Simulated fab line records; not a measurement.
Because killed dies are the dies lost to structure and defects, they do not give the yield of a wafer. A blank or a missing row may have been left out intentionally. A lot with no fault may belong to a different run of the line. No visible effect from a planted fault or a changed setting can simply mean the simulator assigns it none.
Problem report in the 8D (eight disciplines) form, filled by code    flow sfqLine    the parts of the form that need people (team, actions taken, sign-off) are left out

== 1. THE ISSUE ==
Mean M0_NB_RS at SFQ_M0_RS_MEAS_904: 0.528 ohm/sq over 2 wafers in 2 lots; fault-free wafers: 0.883 ohm/sq, standard deviation 0.0074. That is -48 standard deviations from the usual mean.
The step: measures by four-point-probe.
The first sign was on wafer L956.1 at day 6 15:53, on filmMetro-01. Wafers with a number at this step in the record: 42, from 14 lots. The rule behind "out" and "out of limits": a value lying over 4 standard deviations away from the usual mean. All remaining wafers that have a number are taken as sound.

== 2. WHAT IT IS AND WHAT IT IS NOT ==
question                     is                          is not
which readings at this step  M0_NB_RS                    -
which lots                   L956, L957                  L942, L944, L945, L947, L949, L950, L951, L952, L953, L954, L963, L964
which wafers of those lots   L956.1, L957.1              L956.3, L956.5, L957.3, L957.5
read on which gauges         filmMetro-01, filmMetro-04  filmMetro-03
when                         from day 6 15:53            up to then (32 sound wafers); but 8 sound wafers of L957, L963, L964 came after

== 3. WHAT RULES OUT EACH SUSPECT ==
Counting: any tool at a process step up to the reading remains a suspect provided it ran every lot that is out. Sound lots after the first of them don't rule it out here, since some wafers of a struck lot are sound.
- the gauge at SFQ_M0_RS_MEAS_904 has been ruled out. 2 gauges (filmMetro-01, filmMetro-04) read the wafers that are out.
- pvdSputter-05 at SFQ_TRILAYER_M0_DEP_SPUTTER_019 (material Nb, target thk 200 nm, time 133.3 s): kept. It ran every lot that is out, first L956 (day 6 15:47); its last sound lot up to then is L954 (day 6 09:47).
The count leaves pvdSputter-05 at SFQ_TRILAYER_M0_DEP_SPUTTER_019.

== 4. THE CAUSE (what the simulator had put in) ==
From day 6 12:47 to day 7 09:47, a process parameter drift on pvdSputter-05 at SFQ_TRILAYER_M0_DEP_SPUTTER_019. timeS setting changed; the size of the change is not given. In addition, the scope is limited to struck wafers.
The count eliminated every tool but this one.

== 5. THE EFFECT CHAIN, in route order ==
Each row: a reading whose mean over the struck wafers that have a number lies more than 3 standard deviations from the usual. Scope: only readings with a usual standard deviation given in the record; hours: median across lots of the time from each lot's start at the first step in this table that gives one to its start at this step; sigmas: change in usual standard deviations.
hours  step                                 reading       usual         on struck wafers  change  sigmas
0      SFQ_M0_RS_MEAS_904                   M0_NB_RS      0.883 ohm/sq  0.528             -0.355  -48
77     SFQ_TRILAYER_M0_ETCH_METAL_ETCH_024  oesProductAu  0.897 a.u.    0.997             +0.100  +17
The process steps in it:
- SFQ_TRILAYER_M0_ETCH_METAL_ETCH_024: etches Nb in Cl2/Ar, stops on SiO2, target depth 240 nm, time 120 s.

== 6. WHAT WOULD HAVE CAUGHT IT SOONER ==
3 hours passed between the start of the fault at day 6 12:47 and the first reading out of limits at a measuring or inspecting step in this record, taken at day 6 15:53.
Tool readings at SFQ_TRILAYER_M0_DEP_SPUTTER_019 with a usual standard deviation given in the record: none out on any struck wafer, hence no alarm at a limit of 4 standard deviations on them.
Among the 2 lots that are out, L957 began SFQ_TRILAYER_M0_DEP_SPUTTER_019 on pvdSputter-05 after day 6 15:53. It would have been spared by a hold on the tool at that moment.
